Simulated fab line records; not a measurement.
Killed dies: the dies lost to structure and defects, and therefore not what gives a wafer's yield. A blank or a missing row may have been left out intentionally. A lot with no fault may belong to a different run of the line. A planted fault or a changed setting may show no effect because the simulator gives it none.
What tool caused it? -- flow sky130 -- 6 lots, 18 wafers sampled, at 3 steps of a route of 708

== WHAT EACH GAUGE READ, for each wafer ==
SKY_METAL1_THK_MEAS_06: measures by xrf.
lot,measured,on,METAL1_ALCU_THK (nm)
L424,day 33 03:50,filmMetro-03,258 256 252
L426,day 33 21:07,filmMetro-02,254 253 257
L429,day 34 16:36,filmMetro-03,251 253 257
L439,day 37 11:53,filmMetro-03,249 226 229
L442,day 38 16:40,filmMetro-02,251 252 253
L446,day 39 08:11,filmMetro-03,252 253 252

== TOOL THAT RAN EACH LOT (tool first, then ch and the chambers of the sampled wafers, then the start) ==
lot,SKY_CONTACT_CVD_24,SKY_METAL1_SPUTTER_04
L424,"cvdW-02 ch 1, day 33 02:59","pvdSputter-04, day 33 03:40"
L426,"cvdW-02 ch 0,1, day 33 20:10","pvdSputter-01, day 33 20:56"
L429,"cvdW-02 ch 0,1, day 34 15:45","pvdSputter-04, day 34 16:26"
L439,"cvdW-01 ch 0,1, day 37 10:50","pvdSputter-02, day 37 11:42"
L442,"cvdW-02 ch 0,1, day 38 15:49","pvdSputter-01, day 38 16:29"
L446,"cvdW-02 ch 0,1, day 39 07:21","pvdSputter-01, day 39 08:00"
- SKY_CONTACT_CVD_24: deposits W, target thk 340 nm, time 102.12 s.
- SKY_METAL1_SPUTTER_04: material TiN, target thk 70 nm, time 58.3 s.

== THE ANSWER, worked out from the rows above alone ==
Rule: usual is defined by the lots themselves. Put in order of their means at a reading, lots are off if they are a third of the lots or fewer, leave a main group of 4 or more, and stand apart from it by a gap of 3 or more times the standard deviation of the main group's means; of several such gaps the widest counts. A main group whose means are all the same, to the digits that the tables above print for the reading, isn't used. Also off: a lot with no number at a reading for which 4 or more lots have one. The other lots that the step has rows for count as sound.
Off: L439, at SKY_METAL1_THK_MEAS_06 (METAL1_ALCU_THK). The main group has a mean of 254 nm with a standard deviation of 1.3.
If a tool, at a process step before that reading, ran all the lots that are off and no sound lot after the first of them, it fits. The gauges at SKY_METAL1_THK_MEAS_06 are tried like those tools. Undecided on this evidence; 2 tools fit (cvdW-01 at SKY_CONTACT_CVD_24, pvdSputter-02 at SKY_METAL1_SPUTTER_04).

== WHAT THE SIMULATOR HAD INSERTED ==
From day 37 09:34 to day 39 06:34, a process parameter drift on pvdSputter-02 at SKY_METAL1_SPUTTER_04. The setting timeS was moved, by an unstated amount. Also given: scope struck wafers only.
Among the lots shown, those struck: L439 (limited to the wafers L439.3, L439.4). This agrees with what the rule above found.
